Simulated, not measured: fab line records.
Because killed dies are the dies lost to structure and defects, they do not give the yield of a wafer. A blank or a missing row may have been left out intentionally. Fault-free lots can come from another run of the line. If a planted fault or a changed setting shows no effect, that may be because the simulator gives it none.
Comparing a struck lot with a sound one || flow gf180mcu || 15 out of 602 route steps
Sound: wafers L260.1, L260.2, L260.4. Struck: wafers L250.3, L250.5 (left out: L250.4, a lot-mate that was not struck); the cause follows at the end.
Per side, at each step with rows, come the tool, then ch with its chambers, and then its first start. Under that, the readings that differ: sound wafers || struck wafers || difference of the means || sigmas: that difference in standard deviations of wafers without a fault.
alike: words and numbers the same on both sides, and readings whose means are apart by under 2 such deviations; not compared: readings that were withheld, readings missing a value for some wafer, numbers with overlapping values and no deviation given by the record, and bounds like >300 which may hide the same value.
The two part at a step that has a row with sigmas, a row that says differs or no value, or rows on one side only. Numbers that have no deviation but don't overlap get no sigmas and don't part them. A reading that every wafer of one side lacks parts them only if that side has two wafers or more.

GF_V5_ETCH_16: etches BARC in N2/H2.
  sound on rie-diel-03 ch 0,1,2, day 32 22:46; struck on rie-diel-01 ch 2, day 30 11:42
  alike: bias-w, drypump-motor-current-A, oes-product-au, throttle-valve-pct
GF_V5_ETCH_17: etches SiO2 in C4F8/O2/Ar, stops on TiN, target depth 855 nm.
  sound on rie-diel-03 ch 0,1,2; struck on rie-diel-01 ch 2
  alike: bias-w, oes-product-au
then, 3 steps without rows for these wafers: GF_V5_STRIP_18 (strips in O2/N2); GF_V5_STRIP_19 (strips in post etch residue remover, time 1200 s); GF_V5_CLEAN_20 (cleans in DIW).
GF_V5_SPUTTER_21: material Ti, target thk 15 nm, time 80.02 s.
  sound on pvd-sputter-04 at day 32 23:27; struck on pvd-sputter-04 at day 30 12:25
  alike: throttle-valve-pct
then, 2 steps without rows for these wafers: GF_V5_SPUTTER_22 (material TiN, target thk 10 nm, time 40 s); GF_V5_CVD_23 (deposits W, target thk 350 nm, time 104.9 s).
GF_V5_RS_MEAS_24: uses a four-point probe to measure.
  sound on film-metro-01 at day 32 23:40; struck on film-metro-03 at day 30 12:40
  alike: V5_W_RS
GF_V5_THK_MEAS_25: measures by xrf.
  sound on film-metro-01 at day 32 23:47; struck on film-metro-03 at day 30 12:46
{"reading": "V5_W_THK (nm)", "sound": "364 360 359", "struck": "341 347", "difference": -17, "sigmas": -3}
GF_V5_CMP_26: polishes, stops on SiO2, t overpolish 15 s, target thk 0 nm.
  sound on cmp-01 ch 0,1,2, day 32 23:50; struck on cmp-01 ch 1,3, day 30 12:52
  alike: motor-current-A, overpolish-run-s, slurry-flow-ml-min, time-to-endpoint-s
GF_TOP_METAL_SPUTTER_00: material Ti, target thk 37.5 nm, time 150 s.
  sound on pvd-sputter-03 at day 33 00:08; struck on pvd-sputter-04 at day 30 13:07
  alike: throttle-valve-pct
GF_TOP_METAL_SPUTTER_01: material TiN, target thk 30 nm, time 25 s.
  sound on pvd-sputter-03 at day 33 00:14; struck on pvd-sputter-04 at day 30 13:13
{"reading": "model.TiN_of_TOP_METAL_SPUTTER_01.thk-nm (nm)", "sound": "30.01 29.61 29.72", "struck": "46.71 46.62", "difference": "+16.88", "sigmas": ""}
  alike: throttle-valve-pct
then, 2 steps without rows for these wafers: GF_TOP_METAL_SPUTTER_02 (material AlCu, target thk 900 nm, time 47.82 s); GF_PASSIVATION_PROBE_99.

WHERE THEY PART
GF_V5_THK_MEAS_25 only, going by this record. Later steps at which nothing parts them and some readings are alike: GF_V5_CMP_26, GF_TOP_METAL_SPUTTER_00, GF_TOP_METAL_SPUTTER_01.

WHY: whatever the simulator had introduced
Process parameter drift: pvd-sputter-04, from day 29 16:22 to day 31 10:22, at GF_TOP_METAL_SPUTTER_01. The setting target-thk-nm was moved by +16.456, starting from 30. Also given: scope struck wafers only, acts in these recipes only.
